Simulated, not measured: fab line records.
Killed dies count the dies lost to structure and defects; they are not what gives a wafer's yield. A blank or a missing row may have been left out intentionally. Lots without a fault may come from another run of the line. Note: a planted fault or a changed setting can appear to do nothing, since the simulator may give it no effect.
fab line records	flow sky130
[record] lots = 6	wafers = 18	last_day = 50
route steps=708 shown LDD_HVP@279 LDD_LDN@289 SPACER@304 POLY_CUT@307 SD_P@320 RES_XHIGH@341 PAD_OPEN@708
lots that met no fault: from a run of the same line without faults
start_h: hours from the record's first day to the start of the lot's first wafer shown	wait_h: hours from the lot's prior step to this one	" as in the row above	L1.1+2: a row that stands for several wafers	- no value present, or no start provided	* or withheld: withheld	< > ~ a bound
route shown NAME@n: names a module that has steps shown in the file, with the first one's number in the route	usual: the fault-free wafers' mean and standard deviation	same: alike in all rows	chamber/n: place in a boat	sites: the reading at each site	_std_site: how widely they spread, as a standard deviation	_edge_site: mean of outer sites minus mean of inner sites	radius_mm: for every site, how far away it sits from the centre of the wafer	mask NAME#n: copy n	behind: the tool/chamber that last shaped the wafer	hold: cause of the lot's hold/its duration in hours/its outcome	device: the transistor (n, p or np) that didn't switch	end of line: tests run on the same wafers once the route is complete	a step with no rows: only its recipe	killed: dies lost to structure and defects at the first sort, not the wafer's yield	map: a wafer's dies, x killed, . not, _ none there
set.NAME: setting as actually run; set.NAME@STEP: the setting as run at that earlier step	model.NAME: the simulator's own value behind a step, which no gauge read
a table for each step, a row for each wafer; lots at some steps of the route
services: a tool's chamber out of use, with start hour (start_h, from the record's first day; less than 0 if before it), hours out, and reason
[[steps]]
[step SKY_LDD_HVP_HMDS_01]
[recipe] prime_time_s = 60	prime_temp_c = 120
[step SKY_LDD_HVP_COAT_02]
[recipe] resist = NOVOLAK	spin_rpm = 3000	resist_thk_nm = 300
[step SKY_LDD_HVP_SOFTBAKE_03]
[recipe] temp_c = 90	time_s = 60	resist = NOVOLAK
[step SKY_LDD_HVP_EXPOSE_04]
[recipe] mask_id = HVPTM	na = 0.6	source_shape = conventional	sigma_outer = 0.6	polarization = unpolarized	target_cd_nm = 700	dose_mj = 86
[step SKY_LDD_HVP_PEB_05]
[recipe] temp_c = withheld	time_s = *	resist = NOVOLAK
[step SKY_LDD_HVP_DEVELOP_06]
[recipe] resist = NOVOLAK	developer = TMAH	develop_time_s = 60	dev_temp_c = 23
[step SKY_LDD_HVP_OVL_MEAS_07]
[usual] LDD_HVP_OVL = -0.2/1.5
lot.wafer	tool	chamber	start_h	wait_h	LDD_HVP_OVL[nm]
L879.1	overlay-02	-	500.97	0.1	1.9
L879.4	"	-	"	"	2.0
L879.5	"	-	"	"	-0.4
L878.2	overlay-01	-	501.24	0.1	1.3
L878.4	"	-	"	"	1.9
L878.5	"	-	"	"	1.2
L890.3	overlay-02	-	602.70	0.1	-1.9
L890.4	"	-	"	"	-0.3
L890.5	"	-	"	"	0.0
L891.2	overlay-02	-	613.93	0.1	-1.3
L891.3	"	-	"	"	-1.1
L891.4	"	-	"	"	-1.1
L894.1	overlay-01	-	633.32	0.1	-0.3
L894.2	"	-	"	"	-1.5
L894.5	"	-	"	"	-1.8
L900.2	overlay-01	-	674.94	0.1	-0.5
L900.5	"	-	"	"	-0.2
L900.6	"	-	"	"	0.0
[step SKY_LDD_HVP_IMPLANT_08]
[recipe] species = B	energy_kev = 20	dose_cm2 = 1.7e+13	tilt_deg = 17.9
[step SKY_LDD_HVP_STRIP_09]
[recipe] chemistry = O2/N2	power_w = 1400	pressure_mtorr = 1500	platen_temp_c = withheld	o2_flow_sccm = 3000	n2_flow_sccm = 300	overash_fraction = 0.5
[usual] drypump_motor_current_A = 5.7/0.5	n2_flow_sccm = 300.1/0.86	oes_product_au = 0.408/0.0044	strip_time_to_endpoint_s = 4.133/0.014
lot.wafer	tool	chamber	start_h	wait_h	drypump_motor_current_A	n2_flow_sccm	oes_product_au	rf_hours_counter_h	strip_time_to_endpoint_s
L879.1	plasma_asher-01	0	501.24	0.1	6.5	299.0	0.415	7	4.129
L879.4	"	1	"	"	6.1	300.3	0.413	-	4.138
L879.5	"	0	"	"	6.5	299.5	0.411	-	4.119
L878.2	plasma_asher-02	0	501.42	0.1	5.7	301.0	0.410	38	4.138
L878.4	"	0	"	"	5.6	301.5	0.402	-	4.127
L878.5	"	1	"	"	5.3	299.9	0.405	-	4.142
L890.3	plasma_asher-02	0	602.90	0.1	5.6	301.1	0.399	-	4.120
L890.4	"	1	"	"	5.3	300.0	0.412	-	4.144
L890.5	"	1	"	"	5.3	299.1	0.411	-	4.151
L891.2	plasma_asher-02	1	614.11	0.1	5.3	299.9	0.413	50	4.107
L891.3	"	0	"	"	5.6	300.3	0.402	-	4.108
L891.4	"	1	"	"	5.4	299.7	0.408	-	4.105
L894.1	plasma_asher-02	1	633.51	0.1	5.3	299.1	0.402	52	4.161
L894.2	"	0	"	"	5.6	301.4	0.407	52	4.125
L894.5	"	0	"	"	5.7	300.9	0.416	-	4.154
L900.2	plasma_asher-02	1	675.12	0.1	5.4	301.4	0.406	57	4.137
L900.5	"	0	"	"	5.6	300.3	0.413	-	4.121
L900.6	"	1	"	"	5.4	300.2	0.398	-	4.145
[step SKY_LDD_HVP_TW_MEAS_10]
[usual] LDD_HVP_TW = 455/3.9
lot.wafer	tool	chamber	start_h	wait_h	LDD_HVP_TW
L879.1	film_metro-01	-	501.34	0.1	458
L879.4	"	-	"	"	460
L879.5	"	-	"	"	457
L878.2	film_metro-01	-	501.53	0.1	462
L878.4	"	-	"	"	460
L878.5	"	-	"	"	460
L890.3	film_metro-04	-	602.99	0.1	454
L890.4	"	-	"	"	453
L890.5	"	-	"	"	454
L891.2	film_metro-01	-	614.22	0.1	454
L891.3	"	-	"	"	455
L891.4	"	-	"	"	456
L894.1	film_metro-02	-	633.61	0.1	457
L894.2	"	-	"	"	461
L894.5	"	-	"	"	457
L900.2	film_metro-01	-	675.23	0.1	460
L900.5	"	-	"	"	458
L900.6	"	-	"	"	459
[step SKY_LDD_LDN_DEHYDRATE_00]
[recipe] temp_c = 200	time_s = 60
[step SKY_LDD_LDN_HMDS_01]
[recipe] prime_time_s = 60	prime_temp_c = 120
[step SKY_LDD_LDN_COAT_02]
[recipe] resist = NOVOLAK	spin_rpm = 3000	resist_thk_nm = 1140
[usual] chill_plate_temp_C = 23.00/0.1	dispense_pressure_kPa = 45/3.6
lot.wafer	tool	chamber	start_h	wait_h	chill_plate_temp_C	dispense_pressure_kPa
L879.1	litho_track-02	0	516.28	0.1	23.04	42
L879.4	"	0	"	"	23.01	42
L879.5	"	0	"	"	23.07	42
L878.2	litho_track-01	0	516.65	0.1	23.01	51
L878.4	"	0	"	"	22.89	51
L878.5	"	0	"	"	22.94	51
L890.3	litho_track-01	-	616.77	0.1	-	-
L890.4	"	-	"	"	-	-
L890.5	"	-	"	"	-	-
L891.2	litho_track-04	-	628.23	0.1	-	-
L891.3	"	-	"	"	-	-
L891.4	"	-	"	"	-	-
L894.1	litho_track-02	0	646.83	0.1	22.85	42
L894.2	"	0	"	"	22.72	42
L894.5	"	0	"	"	22.94	42
L900.2	litho_track-01	0	689.10	0.1	22.89	51
L900.5	"	0	"	"	22.72	51
L900.6	"	0	"	"	23.00	51
[step SKY_LDD_LDN_SOFTBAKE_03]
[recipe] temp_c = 90	time_s = 60	resist = NOVOLAK
[step SKY_LDD_LDN_EXPOSE_04]
[recipe] mask_id = LDNTM	na = 0.6	source_shape = conventional	sigma_outer = 0.6	polarization = unpolarized	target_cd_nm = 700	dose_mj = 140
[step SKY_LDD_LDN_PEB_05]
[recipe] temp_c = withheld	time_s = *	resist = NOVOLAK
[step SKY_LDD_LDN_DEVELOP_06]
[recipe] resist = NOVOLAK	developer = TMAH	develop_time_s = 60	dev_temp_c = 23
[step SKY_LDD_LDN_OVL_MEAS_07]
[usual] LDD_LDN_OVL = 0.3/1.3
lot.wafer	tool	chamber	start_h	wait_h	LDD_LDN_OVL[nm]
L879.1	overlay-01	-	531.27	0.1	0.7
L879.4	"	-	"	"	-1.1
L879.5	"	-	"	"	1.3
L878.2	overlay-02	-	531.39	0.1	1.1
L878.4	"	-	"	"	2.6
L878.5	"	-	"	"	0.7
L890.3	overlay-01	-	631.83	0.1	-
L890.4	"	-	"	"	-
L890.5	"	-	"	"	-
L891.2	overlay-02	-	643.21	0.1	-
L891.3	"	-	"	"	-
L891.4	"	-	"	"	-
L894.1	overlay-02	-	661.86	0.1	0.0
L894.2	"	-	"	"	-1.5
L894.5	"	-	"	"	1.2
L900.2	overlay-01	-	702.96	0.1	2.6
L900.5	"	-	"	"	2.2
L900.6	"	-	"	"	3.0
[step SKY_LDD_LDN_IMPLANT_08]
[recipe] species = As	energy_kev = 15	dose_cm2 = 1.25e+13	tilt_deg = withheld	rotation_deg = 23
[step SKY_LDD_LDN_IMPLANT_09]
[recipe] species = As	energy_kev = 15	dose_cm2 = 1.262e+13	tilt_deg = withheld	rotation_deg = 113
[step SKY_LDD_LDN_IMPLANT_10]
[recipe] species = As	energy_kev = 15	dose_cm2 = 1.25e+13	tilt_deg = withheld	rotation_deg = 203
[step SKY_LDD_LDN_IMPLANT_11]
[recipe] species = As	energy_kev = 15	dose_cm2 = 1.25e+13	tilt_deg = withheld	rotation_deg = 293
[step SKY_LDD_LDN_STRIP_12]
[recipe] chemistry = O2/N2	power_w = 1400	pressure_mtorr = 1500	platen_temp_c = withheld	o2_flow_sccm = 3000	n2_flow_sccm = 300	overash_fraction = 0.5
[step SKY_LDD_LDN_TW_MEAS_13]
[usual] LDD_LDN_TW = 1473/12
lot.wafer	tool	chamber	start_h	wait_h	LDD_LDN_TW
L879.1	film_metro-01	-	532.01	0.1	1489
L879.4	"	-	"	"	1494
L879.5	"	-	"	"	1500
L878.2	film_metro-04	-	532.13	0.1	1469
L878.4	"	-	"	"	1456
L878.5	"	-	"	"	1473
L890.3	film_metro-01	-	632.58	0.1	1489
L890.4	"	-	"	"	1489
L890.5	"	-	"	"	1488
L891.2	film_metro-04	-	643.95	0.1	1469
L891.3	"	-	"	"	1464
L891.4	"	-	"	"	1461
L894.1	film_metro-01	-	662.59	0.1	1498
L894.2	"	-	"	"	1492
L894.5	"	-	"	"	1493
L900.2	film_metro-04	-	703.70	0.1	1454
L900.5	"	-	"	"	1468
L900.6	"	-	"	"	1469
[step SKY_LDD_LDN_CLEAN_14]
[recipe] chemistry = SC1/SC2	mix = 1:4:20	temp_c = 70	time_s = 150	dry = n2_spin
[step SKY_SPACER_CVD_00]
[recipe] material = Si3N4	precursor = DCS/NH3	target_thk_nm = 43.1	temp_c = 770	time_s = 740	pressure_mtorr = 250
[step SKY_SPACER_THK_MEAS_01]
[recipe] reads = Si3N4_of_SPACER_CVD_00
[usual] SPACER_CVD_00_THK = 43.1/0.42
lot.wafer	tool	chamber	start_h	wait_h	SPACER_CVD_00_THK[nm]
L879.1	film_metro-04	-	533.32	0.0	43.6
L879.4	"	-	"	"	43.2
L879.5	"	-	"	"	43.1
L878.2	film_metro-03	-	534.54	0.0	43.2
L878.4	"	-	"	"	43.1
L878.5	"	-	"	"	43.3
L890.3	film_metro-04	-	633.90	0.0	42.9
L890.4	"	-	"	"	42.9
L890.5	"	-	"	"	42.7
L891.2	film_metro-04	-	646.68	0.0	43.5
L891.3	"	-	"	"	43.5
L891.4	"	-	"	"	43.1
L894.1	film_metro-03	-	664.72	0.0	42.6
L894.2	"	-	"	"	43.2
L894.5	"	-	"	"	42.8
L900.2	film_metro-04	-	706.49	0.0	43.6
L900.5	"	-	"	"	43.2
L900.6	"	-	"	"	43.1
[step SKY_SPACER_ETCHBACK_02]
[recipe] chemistry = CH3F/O2	target = Si3N4	stop_on = SiO2	source_w = 400	bias_w = 80	pressure_mtorr = 25	ch3f_flow_sccm = 40	O2_flow_sccm = 30	time_s = 46.7	target_depth_a = 450
[usual] drypump_motor_current_A = 5.7/0.57	oes_product_au = 0.855/0.0062	throttle_valve_pct = 10.563/0.0084
lot.wafer	tool	chamber	start_h	wait_h	drypump_motor_current_A	oes_product_au	rf_hours_counter_h	throttle_valve_pct
L879.1	rie_diel-03	3	533.38	0.1	4.7	0.866	6	10.565
L879.4	"	1	"	"	5.4	0.855	33	10.563
L879.5	"	1	"	"	5.5	0.851	-	10.563
L878.2	rie_diel-02	1	534.59	0.0	6.0	0.858	26	10.561
L878.4	"	2	"	"	5.2	0.854	2	10.574
L878.5	"	3	"	"	5.6	0.863	-	10.564
L890.3	rie_diel-03	3	633.94	0.0	4.7	0.850	8	10.556
L890.4	"	2	"	"	6.5	0.859	7	10.559
L890.5	"	3	"	"	4.8	0.847	-	10.546
L891.2	rie_diel-02	3	646.73	0.0	5.7	0.853	15	10.574
L891.3	"	0	"	"	5.8	0.857	3	10.568
L891.4	"	1	"	"	6.0	0.852	29	10.568
L894.1	rie_diel-03	3	664.78	0.1	4.7	0.851	9	10.553
L894.2	"	1	"	"	5.5	0.857	36	10.563
L894.5	"	2	"	"	6.5	0.857	-	10.565
L900.2	rie_diel-03	1	706.54	0.0	5.4	0.856	37	10.579
L900.5	"	2	"	"	6.6	0.857	-	10.553
L900.6	"	3	"	"	4.7	0.857	-	10.561
[step SKY_POLY_CUT_DEHYDRATE_00]
[recipe] temp_c = 200	time_s = 60
[step SKY_POLY_CUT_HMDS_01]
[recipe] prime_time_s = 60	prime_temp_c = 120
[step SKY_POLY_CUT_COAT_02]
[recipe] resist = BARC	temp_c = withheld	time_s = withheld	spin_rpm = 3000	resist_thk_nm = 60
[step SKY_POLY_CUT_COAT_03]
[recipe] resist = KrF-thick	spin_rpm = 3000	resist_thk_nm = 450
[step SKY_POLY_CUT_SOFTBAKE_04]
[recipe] temp_c = 100	time_s = 90	resist = KrF-thick
[step SKY_POLY_CUT_EXPOSE_05]
[recipe] mask_id = NPCM	na = 0.8	source_shape = annular	sigma_inner = 0.55	sigma_outer = 0.85	target_cd_nm = 270	dose_mj = 32
[step SKY_POLY_CUT_PEB_06]
[recipe] peb_temp_c = withheld	peb_time_s = withheld	resist = KrF-thick
[step SKY_POLY_CUT_DEVELOP_07]
[recipe] develop_time_s = 60	resist = KrF-thick	dev_temp_c = 21
[step SKY_POLY_CUT_CD_MEAS_08]
[recipe] target_cd_nm = 270
[usual] cd_nm = 270.1/1.5
lot.wafer	tool	chamber	start_h	wait_h	cd_nm
L879.1	cd_sem-02	-	562.83	-	271.5
L879.4	"	-	"	"	272.7
L879.5	"	-	"	"	271.9
L878.2	cd_sem-01	-	564.22	-	272.4
L878.4	"	-	"	"	271.8
L878.5	"	-	"	"	272.0
L890.3	cd_sem-02	-	662.85	-	268.3
L890.4	"	-	"	"	269.7
L890.5	"	-	"	"	268.0
L891.2	cd_sem-02	-	674.77	-	268.5
L891.3	"	-	"	"	269.7
L891.4	"	-	"	"	268.7
L894.1	cd_sem-02	-	692.35	-	270.3
L894.2	"	-	"	"	268.6
L894.5	"	-	"	"	268.9
L900.2	cd_sem-01	-	735.03	-	269.5
L900.5	"	-	"	"	268.3
L900.6	"	-	"	"	269.9
[step SKY_POLY_CUT_OVL_MEAS_09]
[usual] POLY_CUT_OVL = 0/4.7
lot.wafer	tool	chamber	start_h	wait_h	POLY_CUT_OVL[nm]
L879.1	overlay-01	-	562.95	0.1	-6
L879.4	"	-	"	"	-4
L879.5	"	-	"	"	-10
L878.2	overlay-02	-	564.33	0.1	2
L878.4	"	-	"	"	-8
L878.5	"	-	"	"	0
L890.3	overlay-02	-	662.94	0.1	-7
L890.4	"	-	"	"	-2
L890.5	"	-	"	"	6
L891.2	overlay-01	-	674.88	0.1	6
L891.3	"	-	"	"	3
L891.4	"	-	"	"	4
L894.1	overlay-02	-	692.47	0.1	3
L894.2	"	-	"	"	-1
L894.5	"	-	"	"	6
L900.2	overlay-01	-	735.13	0.1	1
L900.5	"	-	"	"	0
L900.6	"	-	"	"	3
[step SKY_POLY_CUT_ETCH_10]
[recipe] chemistry = N2/H2	target = BARC	ion_energy_ev = 200	source_w = 500	bias_w = 100	pressure_mtorr = 30	n2_flow_sccm = 100	h2_flow_sccm = 200	stop_on = SiO2	time_s = 45.9	target_depth_a = 600
[usual] drypump_motor_current_A = 5.8/0.61	n2_flow_sccm = 100.0/0.3	oes_product_au = 0.855/0.0044	throttle_valve_pct = 13.225/0.0088
lot.wafer	tool	chamber	start_h	wait_h	drypump_motor_current_A	n2_flow_sccm	oes_product_au	rf_hours_counter_h	throttle_valve_pct
L879.1	rie_diel-04	3	562.99	0.0	6.6	100.3	0.852	11	13.207
L879.4	"	1	"	"	5.9	100.3	0.855	-	13.221
L879.5	"	2	"	"	5.1	99.8	0.848	-	13.220
L878.2	rie_diel-01	1	564.36	0.0	6.4	100.0	0.849	47	13.224
L878.4	"	2	"	"	5.5	100.3	0.849	-	13.230
L878.5	"	1	"	"	6.4	100.0	0.858	-	13.224
L890.3	rie_diel-01	2	662.96	0.0	5.5	99.7	0.851	0	13.238
L890.4	"	0	"	"	6.5	100.6	0.849	6	13.213
L890.5	"	1	"	"	6.4	99.7	0.850	-	13.231
L891.2	rie_diel-04	1	674.91	0.0	5.9	100.1	0.855	13	13.223
L891.3	"	0	"	"	5.5	99.8	0.855	2	13.206
L891.4	"	2	"	"	5.1	100.1	0.856	41	13.222
L894.1	rie_diel-03	1	692.51	0.0	5.5	99.9	0.855	36	13.210
L894.2	"	0	"	"	5.8	99.5	0.849	17	13.230
L894.5	"	0	"	"	5.8	99.7	0.848	-	13.216
L900.2	rie_diel-04	2	735.16	0.0	5.1	100.0	0.854	43	13.227
L900.5	"	1	"	"	5.9	99.6	0.855	-	13.226
L900.6	"	0	"	"	5.5	99.8	0.856	-	13.203
[step SKY_POLY_CUT_ETCH_11]
[recipe] target = Si3N4	chemistry = CF4/CH2F2/Ar	stop_on = poly-Si	source_w = 585.1	bias_w = 150	pressure_mtorr = 40	cf4_flow_sccm = 40	ch2f2_flow_sccm = 20	Ar_flow_sccm = 150	time_s = 42.5	target_depth_a = 600
[usual] drypump_motor_current_A = 5.8/0.61	oes_product_au = 0.828/0.007	throttle_valve_pct = 14.995/0.0098
lot.wafer	tool	chamber	start_h	wait_h	drypump_motor_current_A	oes_product_au	rf_hours_counter_h	throttle_valve_pct
L879.1	rie_diel-04	3	563.03	0.0	6.6	0.840	11	14.995
L879.4	"	1	"	"	6.0	0.830	-	14.990
L879.5	"	2	"	"	5.1	0.836	-	14.979
L878.2	rie_diel-01	1	564.40	0.0	6.4	0.845	47	14.996
L878.4	"	2	"	"	5.5	0.840	-	14.998
L878.5	"	1	"	"	6.4	0.839	-	14.996
L890.3	rie_diel-01	2	663.01	0.0	5.5	0.825	0	14.989
L890.4	"	0	"	"	6.6	0.814	6	14.989
L890.5	"	1	"	"	6.4	0.826	-	14.991
L891.2	rie_diel-04	1	674.95	0.0	5.9	0.822	13	14.982
L891.3	"	0	"	"	5.5	0.833	2	14.987
L891.4	"	2	"	"	5.2	0.825	41	14.992
L894.1	rie_diel-03	1	692.55	0.0	5.5	0.829	36	14.978
L894.2	"	0	"	"	5.8	0.838	17	14.989
L894.5	"	0	"	"	5.8	0.835	-	15.006
L900.2	rie_diel-04	2	735.21	0.0	5.2	0.832	43	14.983
L900.5	"	1	"	"	6.0	0.836	-	14.999
L900.6	"	0	"	"	5.5	0.831	-	14.994
[step SKY_POLY_CUT_STRIP_12]
[recipe] chemistry = O2/N2	power_w = 1400	pressure_mtorr = 1500	platen_temp_c = withheld	o2_flow_sccm = 3000	n2_flow_sccm = 300	overash_fraction = 0.5
[usual] drypump_motor_current_A = 5.8/0.51	n2_flow_sccm = 300.0/0.9	oes_product_au = 0.452/0.0044	strip_time_to_endpoint_s = 5.355/0.017
lot.wafer	tool	chamber	start_h	wait_h	drypump_motor_current_A	n2_flow_sccm	oes_product_au	rf_hours_counter_h	strip_time_to_endpoint_s
L879.1	plasma_asher-02	0	563.07	0.0	5.6	298.6	0.452	44	5.371
L879.4	"	0	"	"	5.7	298.0	0.452	-	5.348
L879.5	"	1	"	"	5.4	299.9	0.445	-	5.349
L878.2	plasma_asher-02	0	564.44	0.0	5.7	300.6	0.452	44	5.343
L878.4	"	1	"	"	5.4	299.8	0.455	-	5.362
L878.5	"	0	"	"	5.6	301.1	0.452	-	5.354
L890.3	plasma_asher-01	1	663.08	0.1	6.1	299.1	0.453	-	5.308
L890.4	"	0	"	"	6.5	301.1	0.455	-	5.329
L890.5	"	1	"	"	6.1	301.1	0.452	-	5.328
L891.2	plasma_asher-04	1	674.99	0.0	4.9	300.5	0.452	97	5.371
L891.3	"	0	"	"	6.0	299.8	0.460	-	5.375
L891.4	"	1	"	"	4.9	300.0	0.452	-	5.371
L894.1	plasma_asher-04	1	692.59	0.0	4.9	299.3	0.447	98	5.350
L894.2	"	0	"	"	6.0	301.1	0.452	98	5.369
L894.5	"	1	"	"	4.9	299.6	0.451	-	5.397
L900.2	plasma_asher-01	1	735.25	0.0	6.1	299.8	0.459	31	5.328
L900.5	"	0	"	"	6.5	299.5	0.451	-	5.330
L900.6	"	1	"	"	6.1	302.4	0.436	-	5.344
[step SKY_SD_P_DEHYDRATE_00]
[recipe] temp_c = 200	time_s = 60
[step SKY_RES_XHIGH_TW_MEAS_09]
[usual] RES_XHIGH_TW = 1640/8.6
lot.wafer	tool	chamber	start_h	wait_h	RES_XHIGH_TW
L879.1	film_metro-03	-	622.73	0.1	1638
L879.4	"	-	"	"	1636
L879.5	"	-	"	"	1637
L878.2	film_metro-02	-	623.34	0.1	1637
L878.4	"	-	"	"	1642
L878.5	"	-	"	"	1642
L890.3	film_metro-03	-	718.59	0.1	1908
L890.4	"	-	"	"	1913
L890.5	"	-	"	"	1905
L891.2	film_metro-01	-	730.54	0.1	1910
L891.3	"	-	"	"	1928
L891.4	"	-	"	"	1921
L894.1	film_metro-01	-	748.95	0.1	1663
L894.2	"	-	"	"	1657
L894.5	"	-	"	"	1652
L900.2	film_metro-03	-	790.73	0.1	1640
L900.5	"	-	"	"	1636
L900.6	"	-	"	"	1629
[step SKY_PAD_OPEN_PROBE_99]
lot.wafer	tool	chamber	start_h	wait_h	model.etest.pfet_01v8.r_on_ohm_um	model.etest.tip_p_5v.rs_ohm_sq	model.etest.tip_n_5v.rs_ohm_sq	model.etest.pfet_g5v0d10v5.r_on_ohm_um	model.etest.tip_p_5v.rs_ohm_sq_range	model.etest.pfet_01v8.drive_ua_um	model.etest.pfet_01v8_hvt.drive_ua_um	model.etest.sram_pfet_latch.drive_ua_um
L879.1	prober-01	-	1077.23	0.1	2874	2860	1394	4692	84.04	197	144.7	142.1
L879.4	prober-01	-	1077.38	0.2	2905	2857	1386	4678	105.9	194.7	144	142.3
L879.5	prober-01	-	1077.43	0.2	2887	2842	1402	4655	79.36	194.4	143.8	139.5
L878.2	prober-02	-	1081.38	0.1	2941	2866	1398	4799	80.49	185.6	138.5	141.5
L878.4	prober-02	-	1081.48	0.2	2980	2844	1396	4758	60.68	185.1	138.3	144.8
L878.5	prober-02	-	1081.53	0.2	2882	2852	1393	4722	80.61	190.2	142	145.9
L890.3	prober-01	-	1145.14	0.2	8406	6908	1015	5031	260.7	63.63	41.81	43.37
L890.4	prober-01	-	1145.19	0.2	8398	6846	1009	4955	180.4	63.86	42.04	43.48
L890.5	prober-01	-	1145.24	0.2	8406	6957	1019	4909	161.1	63.48	41.7	43.17
L891.2	prober-02	-	1160.20	0.1	1.33e+04	7495	1016	5058	139.5	40.9	24.09	27.39
L891.3	prober-02	-	1160.25	0.2	1.11e+04	7486	1012	4989	295.8	47.8	29.88	31.95
L891.4	prober-02	-	1160.30	0.2	1.32e+04	7500	1017	5031	285.1	41.77	25.1	26.41
L894.1	prober-01	-	1165.05	0.1	2834	2838	1380	4785	49.72	197.8	146.8	148.2
L894.2	prober-01	-	1165.10	0.1	2874	2842	1387	4845	101.6	196.3	145.8	144.5
L894.5	prober-01	-	1165.25	0.2	2849	2848	1383	4777	85.29	196.2	146	143.9
L900.2	prober-01	-	1196.53	0.1	2949	2846	1392	4874	53.58	186	139.1	136.2
L900.5	prober-01	-	1196.68	0.2	2944	2862	1388	4833	90.64	185.2	139.2	138.3
L900.6	prober-01	-	1196.73	0.2	2934	2848	1398	4780	90.65	189.4	143.9	144
// killed by level:class
L879.1 VIA1:geometric_particle:open=16 CONTACT:geometric_particle:open=10 VIA3:geometric_particle:open=9 CONTACT:geometric_particle:short=6 METAL2:geometric_particle:short=6 LI_CONTACT:geometric_particle:open=5 LOCAL_INTERCONNECT:geometric_particle:short=5 POLY_GATE:geometric_particle:open=4
L879.4 CONTACT:geometric_particle:open=8 VIA1:geometric_particle:open=7 POLY_GATE:geometric_particle:open=6 METAL1:geometric_particle:short=6 METAL2:geometric_particle:short=5 CONTACT:geometric_particle:short=5 VIA3:geometric_particle:open=5 VIA2:geometric_particle:open=5
L879.5 VIA1:geometric_particle:short=10 CONTACT:geometric_particle:open=9 VIA2:geometric_particle:open=8 VIA3:geometric_particle:open=7 VIA1:geometric_particle:open=5 METAL2:geometric_particle:short=5 METAL1:geometric_particle:short=4 FIELD_ISO:geometric_particle:open=3
L878.2 VIA1:geometric_particle:open=12 CONTACT:geometric_particle:open=9 LI_CONTACT:geometric_particle:open=7 METAL2:geometric_particle:short=7 VIA2:geometric_particle:open=6 FIELD_ISO:geometric_particle:short=5 FIELD_ISO:geometric_particle:open=5 METAL3:geometric_particle:short=5
L878.4 VIA1:geometric_particle:open=12 VIA2:geometric_particle:open=11 CONTACT:geometric_particle:open=8 FIELD_ISO:geometric_particle:open=5 CONTACT:geometric_particle:short=5 VIA3:geometric_particle:open=5 POLY_GATE:geometric_particle:short=4 LI_CONTACT:geometric_particle:open=4
L878.5 VIA1:geometric_particle:open=18 LI_CONTACT:geometric_particle:open=11 METAL1:geometric_particle:short=8 POLY_GATE:geometric_particle:short=6 VIA2:geometric_particle:open=5 CONTACT:geometric_particle:short=5 METAL2:geometric_particle:short=5 FIELD_ISO:geometric_particle:open=4
L894.1 VIA1:geometric_particle:open=10 CONTACT:geometric_particle:open=8 VIA3:geometric_particle:open=8 LOCAL_INTERCONNECT:geometric_particle:short=7 FIELD_ISO:geometric_particle:short=6 LI_CONTACT:geometric_particle:open=5 METAL2:geometric_particle:short=5 VIA2:geometric_particle:short=5
L894.2 VIA1:geometric_particle:open=14 LI_CONTACT:geometric_particle:open=8 VIA3:geometric_particle:open=8 VIA2:geometric_particle:open=7 LOCAL_INTERCONNECT:geometric_particle:short=6 CONTACT:geometric_particle:open=6 METAL2:geometric_particle:short=6 VIA1:geometric_particle:short=5
L894.5 VIA1:geometric_particle:open=11 CONTACT:geometric_particle:open=9 LI_CONTACT:geometric_particle:open=8 VIA1:geometric_particle:short=7 VIA2:geometric_particle:open=7 VIA3:geometric_particle:short=7 VIA3:geometric_particle:open=7 POLY_GATE:geometric_particle:short=6
L900.2 VIA1:geometric_particle:open=12 VIA3:geometric_particle:open=8 CONTACT:geometric_particle:short=6 LI_CONTACT:geometric_particle:open=4 CONTACT:geometric_particle:open=4 METAL1:geometric_particle:short=4 METAL4:geometric_particle:short=4 FIELD_ISO:geometric_particle:short=3
L900.5 CONTACT:geometric_particle:short=7 CONTACT:geometric_particle:open=7 METAL1:geometric_particle:short=6 VIA2:geometric_particle:open=6 VIA3:geometric_particle:open=6 FIELD_ISO:geometric_particle:open=5 POLY_GATE:geometric_particle:open=5 VIA3:geometric_particle:short=5
L900.6 VIA3:geometric_particle:open=9 CONTACT:geometric_particle:open=8 VIA2:geometric_particle:open=8 VIA1:geometric_particle:open=8 FIELD_ISO:geometric_particle:short=7 METAL2:geometric_particle:short=6 CONTACT:geometric_particle:short=5 LI_CONTACT:geometric_particle:open=5
[[services]]
tool	chamber	start_h	hours	kind
rie_diel-03	0	481.24	1.3	repair
rie_diel-02	2	519.88	5.8	repair
rie_diel-02	3	525.38	3.1	repair
rie_diel-03	3	527.72	5.1	repair
rie_diel-03	2	536.36	1.2	repair
rie_diel-02	2	551.99	2.1	repair
rie_diel-04	0	552.48	-	clean
rie_diel-03	-	562.83	2.8	pm
rie_diel-04	-	563.88	0.5	repair
plasma_asher-04	-	567.57	12.9	repair
rie_diel-03	3	584.27	3.7	repair
rie_diel-01	0	584.77	9.4	repair
rie_diel-02	-	598.74	1.2	repair
rie_diel-02	-	606.09	0.3	repair
rie_diel-01	1	606.32	5.7	repair
plasma_asher-04	-	613.68	9.7	repair
plasma_asher-04	-	628.50	15.2	repair
rie_diel-03	3	638.72	1.7	repair
rie_diel-01	2	647.40	5.3	repair
rie_diel-02	2	690.66	6.2	repair
rie_diel-03	2	690.84	7.1	repair
plasma_asher-01	-	716.31	1.6	repair
plasma_asher-04	-	733.75	9.0	pm
rie_diel-03	1	734.82	10.1	repair
[[key]]
[first_sign] step = SKY_LDD_LDN_COAT_02	reading = tool_record	direction = missing
[effect] step = SKY_LDD_LDN_OVL_MEAS_07	reading = LDD_LDN_OVL	direction = missing
[effect] step = SKY_RES_XHIGH_TW_MEAS_09	reading = RES_XHIGH_TW	direction = up	sigmas = 32	usual = 1640	struck = 1914
[model_effect] step = SKY_PAD_OPEN_PROBE_99	value = etest.pfet_01v8.r_on_ohm_um	without = 3022	struck = 1.047e+04
met_at SKY_LDD_LDN_COAT_02
struck_wafers L890.3,L890.4,L890.5,L891.2,L891.3,L891.4
sort_left_out L890.3,L890.4,L890.5,L891.2,L891.3,L891.4
tester_left_out L890,L891
onset_between 516.65 616.77
[fault] kind = skipped_step_whole	tool = litho_track-01,litho_track-04	chamber = -	onset_h = 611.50	steps = SKY_LDD_LDN_COAT_02	scope = struck_lots_only
// tester_left_out: of these lots the tester's yield and bins aren't shown, on N5 and GAA mostly nor the transistor test; their killed dies are dies lost to structure and defects alone, not to doping, threshold or leakage, so they don't give the yield
// sort_left_out: the simulated sort isn't trusted on such a fault, so these wafers' sort isn't shown, and their yield isn't known
